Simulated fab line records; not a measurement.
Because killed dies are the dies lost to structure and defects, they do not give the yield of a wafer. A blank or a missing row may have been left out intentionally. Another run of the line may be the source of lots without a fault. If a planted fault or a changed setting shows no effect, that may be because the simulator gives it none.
Matching of chambers || flow sky130 || SKY_FIELD_ISO_CMP_27 on cmp-02: 4 sister chambers
The step polishes, stops on Si3N4, t overpolish 16 s, target thk 457.8 nm. 4 wafers are shown with their chamber, then 7 later ones without.

## EACH WAFER AND ITS CHAMBER
{"wafer": "L628.2", "chamber": 3, "motor_current_A (A)": 11.3}
{"wafer": "L628.4", "chamber": 2, "motor_current_A (A)": 14.1}
{"wafer": "L636.1", "chamber": 1, "motor_current_A (A)": 10.5}
{"wafer": "L636.3", "chamber": 0, "motor_current_A (A)": 12.9}

## WAFERS WHOSE CHAMBER IS MISSING
{"wafer": "L636.5", "motor_current_A (A)": 10.7}
{"wafer": "L638.1", "motor_current_A (A)": 10.2}
{"wafer": "L638.3", "motor_current_A (A)": 13.2}
{"wafer": "L638.6", "motor_current_A (A)": 10.5}
{"wafer": "L643.1", "motor_current_A (A)": 10.6}
{"wafer": "L643.2", "motor_current_A (A)": 13.1}
{"wafer": "L643.4", "motor_current_A (A)": 11.5}

## WHICH CHAMBER EACH WENT THROUGH
{"wafer": "L636.5", "from the rows above": "can't be placed: 1 or 3", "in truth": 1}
{"wafer": "L638.1", "from the rows above": 1, "in truth": 1}
{"wafer": "L638.3", "from the rows above": 0, "in truth": 0}
{"wafer": "L638.6", "from the rows above": 1, "in truth": 1}
{"wafer": "L643.1", "from the rows above": 1, "in truth": 1}
{"wafer": "L643.2", "from the rows above": 0, "in truth": 0}
{"wafer": "L643.4", "from the rows above": 3, "in truth": 3}
6 of 7 placed correctly. Unplaceable from these rows: 1, with the true chamber sitting among the candidates in 1. Number placed wrongly: 0.
How it was worked out, from the rows above alone: a wafer's distance from a chamber is the root of the sum, over the readings, of the square of ((its reading less the chamber's mean) divided by the reading's scatter). The wafer belongs to the nearest chamber; if the next one is less than 2 further off, it can't be placed. For every chamber, the mean is computed from those of its wafers that are shown. The scatter: with one shown wafer a chamber, the root of the mean of the squares of how far each hidden wafer lies from its nearest shown one.
